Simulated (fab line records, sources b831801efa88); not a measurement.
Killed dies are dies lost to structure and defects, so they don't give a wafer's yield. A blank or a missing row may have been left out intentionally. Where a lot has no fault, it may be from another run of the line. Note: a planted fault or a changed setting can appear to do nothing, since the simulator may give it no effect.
fab line records	flow sky130
record: lots: 24	wafers: 72	last_day: 50
route steps=708 shown METAL1@434 METAL2@488 VIA2@527 METAL3@566 VIA4@650 PAD_OPEN@701
lots untouched by any fault: they come from a run of this same line in which no faults occurred
start_h: hours from the record's first day to the start of the lot's first wafer shown	wait_h: time in hours since the lot's previous step	" as in the row above	L1.1+2: a single row standing in for several wafers	- value missing, or start not given	* or withheld: withheld	< > ~ a bound
route shown NAME@n: NAME is a module with steps in the file, n the number in the route of the first one	usual: mean/standard deviation of fault-free wafers	same: alike in all rows	chamber/n: place in a boat	sites: readings site by site	_std_site: the standard deviation of these	_edge_site: mean of outer sites minus mean of inner sites	radius_mm: how far each site lies from the wafer's centre	mask NAME#n: copy n	behind: the tool/chamber that last shaped the wafer	hold: cause of the lot's hold/its duration in hours/its outcome	device: which transistor (n, p or np) failed to switch	end of line: the route-end tests of the same wafers	a step without rows: its recipe alone	killed: the dies lost at the first sort to structure and to defects; this is not the yield of the wafer	map: a wafer's dies, x killed, . not, _ none there
set.NAME: the run value of the setting; set.NAME@STEP: its run value at that earlier step	model.NAME: the simulator's own value behind a step, which no gauge read
the route's steps for a sample of lots (tables are steps, rows are wafers)
services: a tool's chamber out of use, with start hour (start_h, from the record's first day; less than 0 if before it), hours out, and reason
== steps ==
step: SKY_METAL1_SPUTTER_00
recipe: material: Ti	target_thk_nm: 15	power_w: 3000	time_s: 10	chamber_pressure_pa: 0.4
usual: throttle_valve_pct: 30.3/0.93
lot.wafer	tool	chamber	start_h	wait_h	throttle_valve_pct
L074.1	pvd_sputter-01	-	742.85	0.2	32.5
L074.3	"	-	"	"	30.2
L074.6	"	-	"	"	30.3
L075.1	pvd_sputter-01	-	755.44	0.2	30.3
L075.4	"	-	"	"	29.9
L075.5	"	-	"	"	29.9
L076.1	pvd_sputter-03	-	764.37	0.1	28.8
L076.4	"	-	"	"	29.9
L076.6	"	-	"	"	29.1
L077.4	pvd_sputter-03	-	773.13	0.2	29.5
L077.5	"	-	"	"	29.9
L077.6	"	-	"	"	29.2
L078.1	pvd_sputter-01	-	777.32	0.2	30.5
L078.3	"	-	"	"	31.5
L078.6	"	-	"	"	30.2
L079.1	pvd_sputter-04	-	791.41	0.1	30.1
L079.3	"	-	"	"	29.3
L079.5	"	-	"	"	29.4
L080.1	pvd_sputter-01	-	793.30	0.1	30.1
L080.2	"	-	"	"	32.9
L080.6	"	-	"	"	32.5
L081.3	pvd_sputter-04	-	797.62	0.2	30.1
L081.4	"	-	"	"	30.4
L081.5	"	-	"	"	29.4
L082.1	pvd_sputter-03	-	805.71	0.1	30.0
L082.3	"	-	"	"	29.5
L082.6	"	-	"	"	31.0
L083.2	pvd_sputter-03	-	815.51	0.2	29.1
L083.3	"	-	"	"	29.9
L083.4	"	-	"	"	29.5
L084.1	pvd_sputter-04	-	818.34	0.1	29.8
L084.5	"	-	"	"	30.0
L084.6	"	-	"	"	29.4
L085.1	pvd_sputter-03	-	827.91	0.1	29.2
L085.2	"	-	"	"	30.1
L085.3	"	-	"	"	31.2
L087.1	pvd_sputter-03	-	840.81	0.1	30.1
L087.3	"	-	"	"	28.9
L087.4	"	-	"	"	31.0
L086.2	pvd_sputter-01	-	842.75	0.2	31.6
L086.3	"	-	"	"	30.2
L086.4	"	-	"	"	31.4
L088.4	pvd_sputter-04	-	843.99	0.2	30.0
L088.5	"	-	"	"	29.4
L088.6	"	-	"	"	29.9
L089.1	pvd_sputter-04	-	859.56	0.1	29.5
L089.2	"	-	"	"	29.8
L089.4	"	-	"	"	30.4
L090.1	pvd_sputter-04	-	866.88	0.1	30.6
L090.4	"	-	"	"	29.2
L090.6	"	-	"	"	30.0
L091.2	pvd_sputter-03	-	869.33	0.2	31.4
L091.5	"	-	"	"	29.2
L091.6	"	-	"	"	29.9
L092.2	pvd_sputter-01	-	874.56	0.1	31.4
L092.3	"	-	"	"	30.3
L092.4	"	-	"	"	30.1
L093.3	pvd_sputter-03	-	890.63	0.2	31.2
L093.4	"	-	"	"	29.5
L093.5	"	-	"	"	31.0
L094.1	pvd_sputter-04	-	892.07	0.1	30.0
L094.4	"	-	"	"	30.1
L094.5	"	-	"	"	30.1
L095.2	pvd_sputter-03	-	894.82	0.1	29.9
L095.3	"	-	"	"	29.1
L095.6	"	-	"	"	29.9
L096.2	pvd_sputter-04	-	905.03	0.2	29.5
L096.4	"	-	"	"	30.4
L096.6	"	-	"	"	29.4
L097.4	pvd_sputter-01	-	912.37	0.1	32.6
L097.5	"	-	"	"	31.6
L097.6	"	-	"	"	32.8
step: SKY_METAL2_RS_MEAS_05
recipe: thk_meas_gauge: four-point-probe	reads: TiN_of_METAL2_SPUTTER_04+Ti_of_METAL2_SPUTTER_03+AlCu_of_METAL2_SPUTTER_02+TiN_of_METAL2_SPUTTER_01+Ti_of_METAL2_SPUTTER_00
usual: METAL2_ALCU_RS: 0.1268/0.0017
lot.wafer	tool	chamber	start_h	wait_h	METAL2_ALCU_RS[ohm/sq]
L074.1	film_metro-03	-	800.32	0.0	0.1269
L074.3	"	-	"	"	0.1269
L074.6	"	-	"	"	0.1274
L075.1	film_metro-02	-	812.55	0.0	0.1266
L075.4	"	-	"	"	0.1265
L075.5	"	-	"	"	0.1274
L076.1	film_metro-04	-	821.34	0.0	0.1236
L076.4	"	-	"	"	0.1245
L076.6	"	-	"	"	0.1281
L077.4	film_metro-04	-	829.89	0.1	0.1241
L077.5	"	-	"	"	0.1240
L077.6	"	-	"	"	0.1248
L078.1	film_metro-03	-	833.74	0.0	0.1291
L078.3	"	-	"	"	0.1292
L078.6	"	-	"	"	0.1298
L079.1	film_metro-03	-	848.19	0.0	0.1263
L079.3	"	-	"	"	0.1255
L079.5	"	-	"	"	0.1258
L080.1	film_metro-03	-	850.39	0.0	0.1256
L080.2	"	-	"	"	0.1258
L080.6	"	-	"	"	0.1253
L081.3	film_metro-04	-	853.28	0.1	0.1242
L081.4	"	-	"	"	0.1248
L081.5	"	-	"	"	0.1261
L082.1	film_metro-03	-	860.85	0.0	0.1243
L082.3	"	-	"	"	0.1267
L082.6	"	-	"	"	0.1253
L083.2	film_metro-04	-	871.24	0.0	0.1239
L083.3	"	-	"	"	0.1246
L083.4	"	-	"	"	0.1272
L084.1	film_metro-04	-	873.57	0.0	0.1271
L084.5	"	-	"	"	0.1282
L084.6	"	-	"	"	0.1269
L085.1	film_metro-03	-	882.52	0.0	0.1300
L085.2	"	-	"	"	0.1310
L085.3	"	-	"	"	0.1255
L087.1	film_metro-03	-	896.16	0.0	0.1254
L087.3	"	-	"	"	0.1270
L087.4	"	-	"	"	0.1271
L086.2	film_metro-03	-	898.02	0.0	0.1292
L086.3	"	-	"	"	0.1266
L086.4	"	-	"	"	0.1289
L088.4	film_metro-04	-	898.36	0.1	0.1268
L088.5	"	-	"	"	0.1269
L088.6	"	-	"	"	0.1263
L089.1	film_metro-04	-	914.07	0.0	0.1253
L089.2	"	-	"	"	0.1278
L089.4	"	-	"	"	0.1259
L090.1	film_metro-02	-	920.85	0.0	0.1270
L090.4	"	-	"	"	0.1288
L090.6	"	-	"	"	0.1275
L091.2	film_metro-02	-	923.78	0.0	0.1279
L091.5	"	-	"	"	0.1286
L091.6	"	-	"	"	0.1301
L092.2	film_metro-04	-	929.33	0.0	0.1252
L092.3	"	-	"	"	0.1261
L092.4	"	-	"	"	0.1242
L093.3	film_metro-03	-	944.15	0.1	0.1279
L093.4	"	-	"	"	0.1263
L093.5	"	-	"	"	0.1281
L094.1	film_metro-02	-	945.91	0.0	0.1281
L094.4	"	-	"	"	0.1259
L094.5	"	-	"	"	0.1268
L095.2	film_metro-02	-	948.23	0.0	0.1296
L095.3	"	-	"	"	0.1306
L095.6	"	-	"	"	0.1284
L096.2	film_metro-04	-	957.45	0.0	0.1252
L096.4	"	-	"	"	0.1277
L096.6	"	-	"	"	0.1263
L097.4	film_metro-04	-	966.18	0.1	0.1254
L097.5	"	-	"	"	0.1289
L097.6	"	-	"	"	0.1260
step: SKY_VIA2_SPUTTER_20
recipe: material: TiN	target_thk_nm: 20	chamber_pressure_pa: 5	power_w: 4000	time_s: 81.2
usual: throttle_valve_pct: 30.2/0.88
lot.wafer	tool	chamber	start_h	wait_h	throttle_valve_pct
L074.1	pvd_sputter-03	-	855.46	0.0	29.8
L074.3	"	-	"	"	29.7
L074.6	"	-	"	"	31.2
L075.1	pvd_sputter-02	-	867.65	0.0	28.9
L075.4	"	-	"	"	30.5
L075.5	"	-	"	"	29.2
L076.1	pvd_sputter-02	-	875.85	0.0	28.8
L076.4	"	-	"	"	31.1
L076.6	"	-	"	"	28.8
L077.4	pvd_sputter-04	-	883.62	0.0	29.6
L077.5	"	-	"	"	30.5
L077.6	"	-	"	"	30.2
L078.1	pvd_sputter-04	-	887.84	0.0	30.0
L078.3	"	-	"	"	30.1
L078.6	"	-	"	"	29.9
L079.1	pvd_sputter-04	-	901.51	0.0	30.1
L079.3	"	-	"	"	29.8
L079.5	"	-	"	"	30.4
L080.1	pvd_sputter-02	-	903.97	0.0	30.3
L080.2	"	-	"	"	28.7
L080.6	"	-	"	"	28.7
L081.3	pvd_sputter-03	-	906.80	0.0	31.3
L081.4	"	-	"	"	29.7
L081.5	"	-	"	"	31.3
L082.1	pvd_sputter-04	-	914.07	0.0	30.0
L082.3	"	-	"	"	30.3
L082.6	"	-	"	"	30.2
L083.2	pvd_sputter-03	-	924.51	0.0	29.8
L083.3	"	-	"	"	30.1
L083.4	"	-	"	"	31.1
L084.1	pvd_sputter-03	-	925.97	0.0	29.9
L084.5	"	-	"	"	29.7
L084.6	"	-	"	"	31.0
L085.1	pvd_sputter-02	-	934.99	0.0	29.0
L085.2	"	-	"	"	32.3
L085.3	"	-	"	"	30.4
L087.1	pvd_sputter-02	-	948.01	0.0	28.8
L087.3	"	-	"	"	32.1
L087.4	"	-	"	"	31.0
L086.2	pvd_sputter-03	-	950.09	0.0	29.3
L086.3	"	-	"	"	29.5
L086.4	"	-	"	"	31.0
L088.4	pvd_sputter-04	-	950.75	0.0	30.3
L088.5	"	-	"	"	30.1
L088.6	"	-	"	"	29.4
L089.1	pvd_sputter-03	-	965.58	0.0	29.1
L089.2	"	-	"	"	29.8
L089.4	"	-	"	"	29.7
L090.1	pvd_sputter-04	-	972.03	0.0	29.6
L090.4	"	-	"	"	29.2
L090.6	"	-	"	"	30.1
L091.2	pvd_sputter-04	-	975.12	0.0	29.4
L091.5	"	-	"	"	29.7
L091.6	"	-	"	"	29.8
L092.2	pvd_sputter-04	-	979.89	0.0	29.9
L092.3	"	-	"	"	29.9
L092.4	"	-	"	"	30.1
L093.3	pvd_sputter-04	-	993.26	0.0	30.1
L093.4	"	-	"	"	30.1
L093.5	"	-	"	"	30.2
L094.1	pvd_sputter-02	-	996.61	0.0	30.5
L094.4	"	-	"	"	31.1
L094.5	"	-	"	"	31.3
L095.2	pvd_sputter-02	-	999.46	0.0	31.2
L095.3	"	-	"	"	32.1
L095.6	"	-	"	"	30.6
L096.2	pvd_sputter-03	-	1007.41	0.0	31.2
L096.4	"	-	"	"	29.0
L096.6	"	-	"	"	29.6
L097.4	pvd_sputter-02	-	1016.02	0.0	31.1
L097.5	"	-	"	"	31.0
L097.6	"	-	"	"	32.6
step: SKY_METAL3_ETCH_16
recipe: chemistry: N2/H2	target: BARC	ion_energy_ev: 200	bias_w: 100	pressure_mtorr: 30	n2_flow_sccm: 100	h2_flow_sccm: 200	icp_w: 500	stop_on: SiO2	time_s: 88.2	target_depth_a: 600
usual: drypump_motor_current_A: 5.5/0.46	h2_flow_sccm: 199.9/0.52	oes_product_au: 0.626/0.0047	throttle_valve_pct: 13.206/0.0084
lot.wafer	tool	chamber	start_h	wait_h	drypump_motor_current_A	h2_flow_sccm	oes_product_au	rf_hours_counter_h	throttle_valve_pct
L074.1	rie_metal-04	0	908.74	0.0	5.7	199.8	0.626	4	13.203
L074.3	"	1	"	"	5.4	199.2	0.629	-	13.198
L074.6	"	1	"	"	5.5	199.4	0.627	-	13.202
L075.1	rie_metal-04	0	919.62	0.0	5.7	200.3	0.625	4	13.209
L075.4	"	1	"	"	5.4	200.1	0.631	-	13.189
L075.5	"	0	"	"	5.7	199.2	0.624	-	13.205
L076.1	rie_metal-03	1	927.12	0.0	6.1	199.4	0.622	9	13.203
L076.4	"	0	"	"	5.1	200.2	0.631	-	13.226
L076.6	"	1	"	"	6.2	199.9	0.622	-	13.211
L077.4	rie_metal-04	1	935.78	0.0	5.4	200.2	0.627	-	13.207
L077.5	"	0	"	"	5.7	199.9	0.626	-	13.181
L077.6	"	1	"	"	5.4	200.5	0.624	-	13.209
L078.1	rie_metal-01	0	939.27	0.0	4.8	199.9	0.629	14	13.214
L078.3	"	1	"	"	5.9	200.0	0.614	-	13.211
L078.6	"	0	"	"	4.8	200.6	0.632	-	13.224
L079.1	rie_metal-01	1	952.67	0.0	5.9	198.7	0.622	16	13.213
L079.3	"	1	"	"	5.9	199.5	0.622	-	13.206
L079.5	"	1	"	"	5.9	198.9	0.620	-	13.208
L080.1	rie_metal-04	1	954.09	0.0	5.4	200.4	0.621	5	13.192
L080.2	"	0	"	"	5.6	199.6	0.629	6	13.206
L080.6	"	0	"	"	5.6	199.4	0.618	-	13.199
L081.3	rie_metal-04	1	956.31	0.0	5.5	200.4	0.613	-	13.203
L081.4	"	0	"	"	5.7	200.1	0.621	-	13.220
L081.5	"	1	"	"	5.4	199.4	0.626	-	13.210
L082.1	rie_metal-01	0	965.39	0.0	4.7	200.4	0.626	15	13.205
L082.3	"	1	"	"	5.9	200.3	0.626	-	13.216
L082.6	"	1	"	"	5.9	200.5	0.630	-	13.220
L083.2	rie_metal-03	0	975.39	0.0	5.1	200.2	0.626	14	13.219
L083.3	"	0	"	"	5.1	199.6	0.624	-	13.219
L083.4	"	1	"	"	6.2	199.9	0.624	-	13.206
L084.1	rie_metal-01	0	976.25	0.0	4.7	198.4	0.629	16	13.197
L084.5	"	1	"	"	5.9	200.0	0.626	-	13.206
L084.6	"	0	"	"	4.8	199.5	0.631	-	13.219
L085.1	rie_metal-01	0	985.30	0.0	4.8	199.4	0.632	16	13.206
L085.2	"	1	"	"	5.9	199.8	0.628	18	13.205
L085.3	"	0	"	"	4.8	198.9	0.624	-	13.200
L087.1	rie_metal-04	1	998.44	0.0	5.5	200.0	0.624	7	13.219
L087.3	"	1	"	"	5.4	200.8	0.620	-	13.201
L087.4	"	0	"	"	5.6	200.0	0.623	-	13.192
L086.2	rie_metal-04	1	1000.59	0.0	5.4	199.4	0.633	7	13.193
L086.3	"	1	"	"	5.4	200.7	0.627	-	13.207
L086.4	"	0	"	"	5.6	199.1	0.626	-	13.204
L088.4	rie_metal-03	0	1000.76	0.0	5.1	199.7	0.630	-	13.196
L088.5	"	1	"	"	6.2	199.1	0.625	-	13.214
L088.6	"	0	"	"	5.1	199.8	0.622	-	13.191
L089.1	rie_metal-04	0	1013.74	0.0	5.7	200.2	0.627	9	13.194
L089.2	"	1	"	"	5.4	199.5	0.629	8	13.198
L089.4	"	1	"	"	5.5	200.0	0.625	-	13.215
L090.1	rie_metal-01	0	1020.88	0.0	4.8	199.7	0.633	18	13.203
L090.4	"	1	"	"	5.9	200.2	0.629	-	13.198
L090.6	"	0	"	"	4.7	199.6	0.632	-	13.217
L091.2	rie_metal-01	0	1024.43	0.0	4.7	199.8	0.621	19	13.219
L091.5	"	1	"	"	5.9	200.9	0.632	-	13.205
L091.6	"	0	"	"	4.8	199.7	0.628	-	13.210
L092.2	rie_metal-03	1	1027.79	0.0	6.2	199.8	0.627	15	13.212
L092.3	"	1	"	"	6.2	200.1	0.620	-	13.202
L092.4	"	0	"	"	5.1	199.4	0.617	-	13.206
L093.3	rie_metal-04	0	1040.97	0.0	5.6	199.3	0.626	-	13.209
L093.4	"	1	"	"	5.4	200.0	0.626	-	13.202
L093.5	"	0	"	"	5.6	200.3	0.625	-	13.193
L094.1	rie_metal-01	1	1045.10	0.0	5.9	200.2	0.632	21	13.212
L094.4	"	0	"	"	4.7	199.1	0.633	-	13.207
L094.5	"	0	"	"	4.7	199.9	0.627	-	13.200
L095.2	rie_metal-01	1	1047.43	0.0	5.9	200.3	0.626	22	13.190
L095.3	"	0	"	"	4.7	200.3	0.616	-	13.195
L095.6	"	0	"	"	4.7	200.3	0.636	-	13.207
L096.2	rie_metal-01	0	1054.23	0.0	4.7	200.3	0.623	21	13.211
L096.4	"	0	"	"	4.7	199.9	0.631	-	13.216
L096.6	"	1	"	"	5.9	199.6	0.630	-	13.199
L097.4	rie_metal-04	1	1062.38	0.0	5.5	199.5	0.628	-	13.215
L097.5	"	1	"	"	5.4	199.8	0.612	-	13.217
L097.6	"	0	"	"	5.6	200.4	0.623	-	13.217
step: SKY_VIA4_OVL_MEAS_11
usual: VIA4_OVL: 0.1/1.3
lot.wafer	tool	chamber	start_h	wait_h	VIA4_OVL[nm]
L074.1	overlay-01	-	1011.64	0.1	0.4
L074.3	"	-	"	"	4.7
L074.6	"	-	"	"	3.7
L075.1	overlay-01	-	1021.64	0.1	-0.4
L075.4	"	-	"	"	-0.4
L075.5	"	-	"	"	0.6
L076.1	overlay-01	-	1027.41	0.1	0.8
L076.4	"	-	"	"	0.8
L076.6	"	-	"	"	0.5
L077.4	overlay-01	-	1035.81	0.1	0.3
L077.5	"	-	"	"	-0.8
L077.6	"	-	"	"	0.4
L078.1	overlay-01	-	1038.16	0.1	-0.5
L078.3	"	-	"	"	-2.4
L078.6	"	-	"	"	-2.5
L079.1	overlay-02	-	1050.85	0.1	1.1
L079.3	"	-	"	"	0.0
L079.5	"	-	"	"	1.4
L080.1	overlay-01	-	1052.15	0.1	1.8
L080.2	"	-	"	"	2.2
L080.6	"	-	"	"	1.4
L081.3	overlay-01	-	1055.55	0.1	-0.3
L081.4	"	-	"	"	-0.6
L081.5	"	-	"	"	0.4
L082.1	overlay-02	-	1062.79	0.1	0.8
L082.3	"	-	"	"	0.4
L082.6	"	-	"	"	-0.8
L083.2	overlay-01	-	1072.99	0.1	1.0
L083.3	"	-	"	"	1.9
L083.4	"	-	"	"	-0.6
L084.1	overlay-01	-	1073.71	0.1	1.4
L084.5	"	-	"	"	0.3
L084.6	"	-	"	"	1.0
L085.1	overlay-01	-	1080.14	0.1	-0.9
L085.2	"	-	"	"	-0.9
L085.3	"	-	"	"	-0.4
L087.1	overlay-01	-	1092.61	0.1	-1.1
L087.3	"	-	"	"	-1.5
L087.4	"	-	"	"	-1.6
L086.2	overlay-02	-	1095.44	0.1	-0.1
L086.3	"	-	"	"	-0.4
L086.4	"	-	"	"	-0.6
L088.4	overlay-01	-	1095.47	0.1	-0.1
L088.5	"	-	"	"	0.4
L088.6	"	-	"	"	-0.2
L089.1	overlay-01	-	1105.29	0.1	0.1
L089.2	"	-	"	"	-0.5
L089.4	"	-	"	"	-0.8
L090.1	overlay-01	-	1112.19	0.1	-0.6
L090.4	"	-	"	"	-1.0
L090.6	"	-	"	"	-2.1
L091.2	overlay-01	-	1116.44	0.1	0.9
L091.5	"	-	"	"	-0.5
L091.6	"	-	"	"	1.0
L092.2	overlay-01	-	1118.67	0.1	3.0
L092.3	"	-	"	"	1.3
L092.4	"	-	"	"	0.8
L093.3	overlay-02	-	1129.95	0.1	1.9
L093.4	"	-	"	"	0.8
L093.5	"	-	"	"	1.4
L094.1	overlay-02	-	1134.15	0.1	1.2
L094.4	"	-	"	"	-0.9
L094.5	"	-	"	"	0.1
L095.2	overlay-01	-	1135.61	0.1	1.0
L095.3	"	-	"	"	1.8
L095.6	"	-	"	"	-0.8
L096.2	overlay-01	-	1143.69	0.1	-0.4
L096.4	"	-	"	"	0.2
L096.6	"	-	"	"	-0.5
L097.4	overlay-02	-	1147.37	0.1	-1.6
L097.5	"	-	"	"	-0.5
L097.6	"	-	"	"	-0.8
step: SKY_PAD_OPEN_ETCH_07
recipe: chemistry: CF4/O2	target_depth_nm: 725	stop_on: AlCu	source_w: 800	bias_w: 150	pressure_mtorr: 150	cf4_flow_sccm: 80	O2_flow_sccm: 10	time_s: 161.1
usual: drypump_motor_current_A: 5.7/0.36	oes_product_au: 0.979/0.0083	throttle_valve_pct: 5.965/0.0087
lot.wafer	tool	chamber	start_h	wait_h	drypump_motor_current_A	oes_product_au	rf_hours_counter_h	throttle_valve_pct
L074.1	rie_diel-01	1	1080.16	-	5.6	0.985	12	5.977
L074.3	"	0	"	"	5.3	0.991	12	5.977
L074.6	"	2	"	"	5.8	0.980	-	5.965
L075.1	rie_diel-01	0	1089.95	-	5.3	0.985	13	5.979
L075.4	"	0	"	"	5.4	0.987	-	5.971
L075.5	"	1	"	"	5.6	0.981	-	5.973
L076.1	rie_diel-04	3	1095.11	-	6.1	0.971	25	5.959
L076.4	"	2	"	"	5.1	0.970	15	5.960
L076.6	"	2	"	"	5.1	0.970	-	5.962
L077.4	rie_diel-01	3	1102.91	-	6.1	0.980	-	5.956
L077.5	"	1	"	"	5.6	0.983	-	5.973
L077.6	"	0	"	"	5.3	0.987	-	5.974
L078.1	rie_diel-01	1	1104.70	-	5.6	0.983	13	5.967
L078.3	"	3	"	"	6.1	0.976	20	5.953
L078.6	"	3	"	"	6.1	0.981	-	5.971
L079.1	rie_diel-02	0	1116.22	-	5.6	0.985	12	5.958
L079.3	"	3	"	"	5.8	0.972	7	5.967
L079.5	"	2	"	"	5.8	0.974	-	5.970
L080.1	rie_diel-04	2	1117.41	-	5.1	0.969	16	5.978
L080.2	"	0	"	"	6.0	0.985	5	5.978
L080.6	"	1	"	"	5.8	0.970	-	5.959
L081.3	rie_diel-01	1	1121.00	-	5.6	0.980	14	5.950
L081.4	"	2	"	"	5.8	0.974	0	5.957
L081.5	"	0	"	"	5.3	0.994	-	5.983
L082.1	rie_diel-02	1	1125.22	-	4.9	0.989	16	5.975
L082.3	"	0	"	"	5.7	0.982	12	5.959
L082.6	"	2	"	"	5.8	0.984	-	5.965
L083.2	rie_diel-04	0	1136.41	-	6.1	0.978	6	5.961
L083.3	"	1	"	"	5.8	0.973	13	5.964
L083.4	"	2	"	"	5.1	0.997	16	5.969
L084.1	rie_diel-01	1	1138.37	-	5.6	0.981	15	5.980
L084.5	"	0	"	"	5.3	0.983	-	5.982
L084.6	"	1	"	"	5.6	0.970	-	5.950
L085.1	rie_diel-02	0	1141.51	-	5.7	0.966	13	5.935
L085.2	"	1	"	"	4.9	0.962	16	5.963
L085.3	"	2	"	"	5.8	0.975	11	5.963
L087.1	rie_diel-01	2	1153.11	-	5.8	0.969	2	5.970
L087.3	"	0	"	"	5.3	0.988	16	5.952
L087.4	"	1	"	"	5.6	0.980	15	5.959
L086.2	rie_diel-04	2	1156.37	-	5.1	0.977	17	5.973
L086.3	"	0	"	"	6.0	0.959	6	5.954
L086.4	"	3	"	"	6.1	0.985	28	5.963
L088.4	rie_diel-04	3	1157.40	-	6.1	0.978	28	5.954
L088.5	"	2	"	"	5.1	0.978	-	5.957
L088.6	"	1	"	"	5.8	0.977	-	5.972
L089.1	rie_diel-02	1	1164.51	-	5.0	0.985	17	5.980
L089.2	"	0	"	"	5.7	0.992	13	5.962
L089.4	"	1	"	"	4.9	0.988	-	5.967
L090.1	rie_diel-01	2	1170.76	-	5.8	0.954	2	5.958
L090.4	"	1	"	"	5.6	0.973	16	5.965
L090.6	"	1	"	"	5.7	0.967	-	5.952
L091.2	rie_diel-02	1	1172.97	-	5.0	0.976	17	5.955
L091.5	"	2	"	"	5.8	0.981	-	5.983
L091.6	"	3	"	"	5.8	0.976	-	5.973
L092.2	rie_diel-01	0	1176.10	-	5.3	0.971	17	5.970
L092.3	"	3	"	"	6.1	0.974	23	5.964
L092.4	"	2	"	"	5.8	0.983	3	5.974
L093.3	rie_diel-01	1	1184.00	-	5.6	0.963	17	5.962
L093.4	"	3	"	"	6.1	0.987	23	5.976
L093.5	"	0	"	"	5.3	0.968	-	5.969
L094.1	rie_diel-04	2	1187.91	-	5.1	0.981	18	5.962
L094.4	"	1	"	"	5.8	0.990	15	5.969
L094.5	"	3	"	"	6.1	0.976	-	5.964
L095.2	rie_diel-04	1	1190.52	-	5.8	0.979	15	5.960
L095.3	"	2	"	"	5.1	0.974	18	5.949
L095.6	"	2	"	"	5.1	0.985	-	5.969
L096.2	rie_diel-02	1	1195.92	-	5.0	0.971	18	5.952
L096.4	"	2	"	"	5.8	0.980	13	5.954
L096.6	"	0	"	"	5.6	0.981	-	5.968
L097.4	rie_diel-01	0	1200.37	-	5.3	0.988	18	5.963
L097.5	"	2	"	"	5.8	0.979	-	5.967
L097.6	"	1	"	"	5.6	0.993	-	5.973
== services ==
tool	chamber	start_h	hours	kind
pvd_sputter-03	-	722.61	8.9	repair
pvd_sputter-04	-	750.59	8.9	repair
rie_diel-04	2	779.68	2.4	repair
rie_metal-04	-	798.77	2.8	pm
rie_diel-04	-	806.81	2.9	repair
rie_diel-01	-	808.10	1.2	repair
pvd_sputter-01	-	820.13	2.4	repair
rie_diel-01	3	827.96	14.4	repair
pvd_sputter-02	-	858.43	1.9	repair
rie_diel-04	-	866.55	2.8	pm
rie_metal-04	0	879.85	2.6	repair
rie_diel-01	3	885.95	15.0	repair
rie_diel-04	1	903.15	19.0	repair
rie_diel-04	0	931.60	1.3	repair
pvd_sputter-04	-	954.05	1.5	repair
pvd_sputter-03	-	963.17	1.2	repair
rie_diel-04	0	999.29	8.2	repair
rie_metal-04	0	1014.22	18.0	repair
pvd_sputter-01	-	1020.40	4.9	repair
pvd_sputter-03	-	1040.02	1.5	repair
rie_metal-01	0	1121.96	13.8	repair
pvd_sputter-03	-	1124.75	0.8	repair
pvd_sputter-03	-	1129.59	4.8	repair
pvd_sputter-04	-	1151.93	8.3	repair
== key ==
fault none
